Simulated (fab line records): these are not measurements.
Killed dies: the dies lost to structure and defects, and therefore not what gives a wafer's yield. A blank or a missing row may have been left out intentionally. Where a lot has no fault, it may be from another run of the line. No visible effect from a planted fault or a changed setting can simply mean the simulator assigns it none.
Code-filled problem report in 8D (eight disciplines) form / flow gf180mcu / the parts of the form that need people (team, actions taken, sign-off) are left out

## 1. WHAT WENT WRONG
Mean of runLengthS at GF_HV_LDD_SOFTBAKE_42: 93.25 s across 4 wafers in 3 lots; on wafers with no fault it is 88.99 s (standard deviation 0.18). That is +24 standard deviations from the usual mean.
The step: time 60 s.
First observed at day 13 11:50: wafer L316.6, on lithoTrack-04. Wafers with a number at this step in the record: 42, from 14 lots. Rule for "out" (also "out of limits"): further than 4 standard deviations from the usual mean. All remaining wafers that have a number are taken as sound.

## 2. WHAT IT IS, WHAT IT ISN'T
question=which readings at this step | is=runLengthS | is not=-
question=which lots | is=L316, L317, L318 | is not=L311, L313, L315, L323, L324, L326, L329, L330, L331, L333, L334
question=which wafers of those lots | is=L316.6, L317.4, L317.6, L318.4 | is not=L316.2, L316.5, L317.2, L318.2, L318.5
question=read on which tools | is=lithoTrack-04 | is not=lithoTrack-02, lithoTrack-03
question=when | is=from day 13 11:50 | is not=up to then (11 sound wafers); but 27 sound wafers of L317, L318, L323, L324, L326, L329, L330, L331, L333, L334 came after

## 3. SUSPECTS, AND WHAT RULES EACH OUT
Counting: if a tool at a process step up to the reading ran every lot that is out, it stays a suspect. Sound lots after the first of them don't rule it out here, since some wafers of a struck lot are sound.
- lithoTrack-04 at GF_HV_LDD_SOFTBAKE_42 (time 60 s): kept. Every lot that is out went through it, the first being L316 (day 13 11:50); the last sound lot it ran before that was L315 (day 13 08:10). Its own runLengthS readings are out on those wafers.
Remaining after the count: lithoTrack-04 at GF_HV_LDD_SOFTBAKE_42.

## 4. THE CAUSE (what the simulator had put in)
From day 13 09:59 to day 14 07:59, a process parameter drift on lithoTrack-04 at GF_HV_LDD_SOFTBAKE_42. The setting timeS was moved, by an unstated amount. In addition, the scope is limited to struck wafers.
The count eliminated every tool but this one.

## 5. THE EFFECT CHAIN, in route order
Each row: a reading whose mean over the struck wafers that have a number lies more than 3 standard deviations from the usual. Only readings whose record carries a usual standard deviation are examined. hours: median over the lots of the time between each lot's start at the first step of this table that gives one and its start at this step. sigmas: the change, counted in usual standard deviations.
hours=0; step=GF_HV_LDD_SOFTBAKE_42; reading=runLengthS; usual=88.99 s; on struck wafers=93.25; change=+4.27; sigmas=+24
Here are the process steps it includes:
- GF_HV_LDD_SOFTBAKE_42: time 60 s.

## 6. WHAT WOULD HAVE CAUGHT IT SOONER
2 hours passed between the start of the fault at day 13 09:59 and the first reading out of limits in this record, taken at day 13 11:50.
